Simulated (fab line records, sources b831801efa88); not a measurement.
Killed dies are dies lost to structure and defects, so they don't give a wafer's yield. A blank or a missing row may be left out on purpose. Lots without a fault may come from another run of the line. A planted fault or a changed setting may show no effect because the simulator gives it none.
One fault seen from 2 desks | flow sky130 | each desk has only its own numbers; what lay behind them comes last

THE TOOL OWNER'S DESK: furnace-01
The tool's own readings at SKY_NWELL_OXIDATION_01 (stabilise 600 s, purge 300 s, target thk 10 nm): means of the sampled wafers that have a number, for each lot that ran on this tool. A lot is out of limits, marked OUT, if its mean lies more than 4 standard deviations from the usual mean; the brackets give that distance. Of its 8 readings 7 are shown: the one that was out of limits first, and those that lie furthest out on some lot.
Columns: A = spike_tc_bottom_C at SKY_NWELL_OXIDATION_01, usual 916.9 C; B = spike_tc_centre_C at SKY_NWELL_OXIDATION_01, usual 899.6 C; C = spike_tc_lower_C at SKY_NWELL_OXIDATION_01, usual 900.3 C; D = spike_tc_top_C at SKY_NWELL_OXIDATION_01, usual 913 C; E = spike_tc_upper_C at SKY_NWELL_OXIDATION_01, usual 900.5 C; F = tube_center_temp_C at SKY_NWELL_OXIDATION_01, usual 900 C; G = tube_center_temp_C_max at SKY_NWELL_OXIDATION_01, usual 902.3
lot  | first seen here | A               | B               | C               | D   | E               | F                     | G
L359 | day 2 13:40     | 917.1           | 899.3           | 900.9           | 921 | 900.5           | 900                   | 902.1
L360 | day 2 18:04     | 917.7           | 899.8           | 900.5           | 921 | 900.4           | 900                   | 901.9
L367 | day 4 04:02     | 938.3 (+23) OUT | 919.9 (+21) OUT | 920.7 (+22) OUT | 941 | 920.8 (+20) OUT | 921 (+99 or more) OUT | 922.9 (+51) OUT
L368 | day 4 09:08     | 937.4 (+22) OUT | 919.5 (+20) OUT | 921.7 (+23) OUT | 941 | 921.0 (+20) OUT | 921 (+99 or more) OUT | 922.8 (+51) OUT
L381 | day 7 07:53     | 917.8           | 899.5           | 899.8           | 921 | 900.1           | 900                   | 902.5
This desk's finding: out of limits on L367, L368; first on L367, day 4 04:02 (spike_tc_bottom_C at SKY_NWELL_OXIDATION_01). In limits: L359, L360, L381.

THE METROLOGY DESK
What the gauges read, lot by lot, whatever tool the lot ran on: means of the sampled wafers that have a number. A lot is out of limits, marked OUT, if its mean lies more than 4 standard deviations from the usual mean; the brackets give that distance.
Columns: A = NWELL_OXIDATION_THK at SKY_NWELL_THK_MEAS_02, usual 9.94 nm; B = PWDE_OVL at SKY_PWDE_OVL_MEAS_07, usual -0.5 nm; C = POLY_GATE_TW at SKY_RES_PROTECT_TW_MEAS_08, usual 4023
lot  | first seen here | A               | B    | C
L359 | day 2 15:04     | 9.87            | -0.9 | 4002
L360 | day 2 19:28     | 9.86            | -2.0 | 4064
L367 | day 4 05:25     | 12.46 (+17) OUT | -1.1 | 3961
L368 | day 4 10:32     | 12.23 (+15) OUT | -1.4 | 4052
L373 | day 5 12:56     | 9.89            | 1.6  | 4055
L374 | day 5 19:40     | 9.85            | -1.4 | 4008
L376 | day 6 06:55     | 9.98            | 0.8  | 4038
L379 | day 6 22:31     | 10.04           | 0.9  | 4075
L380 | day 7 01:39     | 10.07           | 0.4  | 3970
L381 | day 7 09:16     | 10.11           | 0.0  | 3972
L382 | day 7 12:43     | 10.01           | -2.6 | 3976
This desk's finding: out of limits on L367, L368; first on L367, day 4 05:25 (NWELL_OXIDATION_THK at SKY_NWELL_THK_MEAS_02). In limits: L359, L360, L373, L374, L376, L379, L380, L381, L382.

PUT TOGETHER
The tool owner's desk could have raised an alarm at day 4 04:02, on L367, L368.
The metrology desk could have raised an alarm at day 4 05:25, on L367, L368.
Of the lots named, all ran SKY_NWELL_OXIDATION_01 on furnace-01.

WHAT THE SIMULATOR HAD PUT IN
Process parameter drift: furnace-01, from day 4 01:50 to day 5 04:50, at SKY_NWELL_OXIDATION_01. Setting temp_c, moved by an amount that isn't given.
Lots struck among those shown: L367, L368.
Hours from the fault's start to each desk's first reading out of limits: the tool owner's desk, 2; the metrology desk, 4.
